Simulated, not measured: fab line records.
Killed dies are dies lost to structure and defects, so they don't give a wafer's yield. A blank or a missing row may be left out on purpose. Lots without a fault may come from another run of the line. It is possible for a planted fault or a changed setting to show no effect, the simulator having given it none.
Tool commonality check || flow gf180mcu || Sample size 13 lots and 39 wafers

WHY IT WAS OPENED
Of 13 lots, 3 have the reading CONTACT_CVD_00_THK flagged at GF_CONTACT_THK_MEAS_01. No-fault wafers: 301 nm, standard deviation 4.2.
Rule: flag the lot when none of its wafers has a number, or when each of its wafers that has one lies beyond 4 standard deviations from that mean. The rest of the lots are taken to be sound.

{"lot": "L339", "measured": "day 15 19:52", "on": "film-metro-02", "CONTACT_CVD_00_THK (nm), wafer by wafer": "302 298 299", "flag": ""}
{"lot": "L341", "measured": "day 16 07:51", "on": "film-metro-01", "CONTACT_CVD_00_THK (nm), wafer by wafer": "300 302 297", "flag": ""}
{"lot": "L343", "measured": "day 17 09:44", "on": "film-metro-01", "CONTACT_CVD_00_THK (nm), wafer by wafer": "301 301 295", "flag": ""}
{"lot": "L344", "measured": "day 17 18:41", "on": "film-metro-04", "CONTACT_CVD_00_THK (nm), wafer by wafer": "301 308 305", "flag": ""}
{"lot": "L345", "measured": "day 18 00:13", "on": "film-metro-02", "CONTACT_CVD_00_THK (nm), wafer by wafer": "296 300 299", "flag": ""}
{"lot": "L347", "measured": "day 18 14:06", "on": "film-metro-04", "CONTACT_CVD_00_THK (nm), wafer by wafer": "294 305 294", "flag": ""}
{"lot": "L346", "measured": "day 18 15:39", "on": "film-metro-04", "CONTACT_CVD_00_THK (nm), wafer by wafer": "305 299 310", "flag": ""}
{"lot": "L348", "measured": "day 18 23:23", "on": "film-metro-02", "CONTACT_CVD_00_THK (nm), wafer by wafer": "296 300 308", "flag": ""}
{"lot": "L356", "measured": "day 21 22:14", "on": "film-metro-02", "CONTACT_CVD_00_THK (nm), wafer by wafer": "296 293 300", "flag": ""}
{"lot": "L357", "measured": "day 22 03:35", "on": "film-metro-04", "CONTACT_CVD_00_THK (nm), wafer by wafer": "257 259 249", "flag": "FLAGGED"}
{"lot": "L358", "measured": "day 22 15:26", "on": "film-metro-02", "CONTACT_CVD_00_THK (nm), wafer by wafer": "256 251 263", "flag": "FLAGGED"}
{"lot": "L359", "measured": "day 22 20:22", "on": "film-metro-04", "CONTACT_CVD_00_THK (nm), wafer by wafer": "297 303 296", "flag": ""}
{"lot": "L360", "measured": "day 23 09:43", "on": "film-metro-04", "CONTACT_CVD_00_THK (nm), wafer by wafer": "263 250 257", "flag": "FLAGGED"}
On average the flagged lots' numbers are 256 nm, which is -45 nm against the usual, or -11 standard deviations.

WHICH TOOL EACH LOT WENT THROUGH
The record keeps 1 process step preceding the reading, out of 602 steps on the route. Read each cell as the tool, then ch plus the chambers that the sampled wafers visited, then the start.
{"lot": "L339", "flag": "", "GF_CONTACT_CVD_00": "hdpcvd-01 ch 0,1,2, day 15 19:48"}
{"lot": "L341", "flag": "", "GF_CONTACT_CVD_00": "hdpcvd-02 ch 1,2, day 16 07:47"}
{"lot": "L343", "flag": "", "GF_CONTACT_CVD_00": "hdpcvd-01 ch 0,1,2, day 17 09:41"}
{"lot": "L344", "flag": "", "GF_CONTACT_CVD_00": "hdpcvd-01 ch 1,2, day 17 18:38"}
{"lot": "L345", "flag": "", "GF_CONTACT_CVD_00": "hdpcvd-02 ch 0,1, day 18 00:08"}
{"lot": "L347", "flag": "", "GF_CONTACT_CVD_00": "hdpcvd-01 ch 0,1,2, day 18 14:03"}
{"lot": "L346", "flag": "", "GF_CONTACT_CVD_00": "hdpcvd-01 ch 0,1,2, day 18 15:36"}
{"lot": "L348", "flag": "", "GF_CONTACT_CVD_00": "hdpcvd-01 ch 0,1,2, day 18 23:20"}
{"lot": "L356", "flag": "", "GF_CONTACT_CVD_00": "hdpcvd-01 ch 0,2, day 21 22:12"}
{"lot": "L357", "flag": "FLAGGED", "GF_CONTACT_CVD_00": "hdpcvd-01 ch 0,1, day 22 03:31"}
{"lot": "L358", "flag": "FLAGGED", "GF_CONTACT_CVD_00": "hdpcvd-01 ch 0,1, day 22 15:22"}
{"lot": "L359", "flag": "", "GF_CONTACT_CVD_00": "hdpcvd-02 ch 0,1,2, day 22 20:19"}
{"lot": "L360", "flag": "FLAGGED", "GF_CONTACT_CVD_00": "hdpcvd-01 ch 0,1,2, day 23 09:40"}
These steps, and what they do:
- GF_CONTACT_CVD_00: deposits SiO2, target thk 300 nm, time 50 s.
- GF_CONTACT_THK_MEAS_01

FLAGGED AGAINST TOTAL, ONE TOOL AT A TIME (gauges that did the reading follow at the end)
{"step": "GF_CONTACT_CVD_00", "tool": "hdpcvd-01", "lots run": 10, "flagged": 3, "share of the flagged lots": "all", "sound lots run after its first flagged lot": 0}
{"step": "GF_CONTACT_CVD_00", "tool": "hdpcvd-02", "lots run": 3, "flagged": 0, "share of the flagged lots": "none", "sound lots run after its first flagged lot": "-"}
{"step": "GF_CONTACT_THK_MEAS_01", "tool": "film-metro-01", "lots run": 2, "flagged": 0, "share of the flagged lots": "none", "sound lots run after its first flagged lot": "-"}
{"step": "GF_CONTACT_THK_MEAS_01", "tool": "film-metro-02", "lots run": 5, "flagged": 1, "share of the flagged lots": "some", "sound lots run after its first flagged lot": 0}
{"step": "GF_CONTACT_THK_MEAS_01", "tool": "film-metro-04", "lots run": 6, "flagged": 2, "share of the flagged lots": "some", "sound lots run after its first flagged lot": "1 (L359)"}

THE TABLE: WHAT IT ALLOWS
1 row of the table ran every flagged lot: hdpcvd-01 at GF_CONTACT_CVD_00.
- hdpcvd-01 at GF_CONTACT_CVD_00 ran 10 lots, 3 of them flagged. Last sound lot L356 at day 21 22:12, first flagged lot L357 at day 22 03:31; a fault beginning in between fits. Its own readings lie more than 4 standard deviations out on every wafer of the flagged lots: sih4-flow-sccm.
Just one tool remains: hdpcvd-01 at GF_CONTACT_CVD_00.

WHAT THE SIMULATOR HAD INSERTED
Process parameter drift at GF_CONTACT_CVD_00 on hdpcvd-01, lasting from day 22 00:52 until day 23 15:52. A move of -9 in setting sih4-flow-sccm, from 60. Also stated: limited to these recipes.
Lots struck among those shown: L357, L358, L360. The rule above found the same.
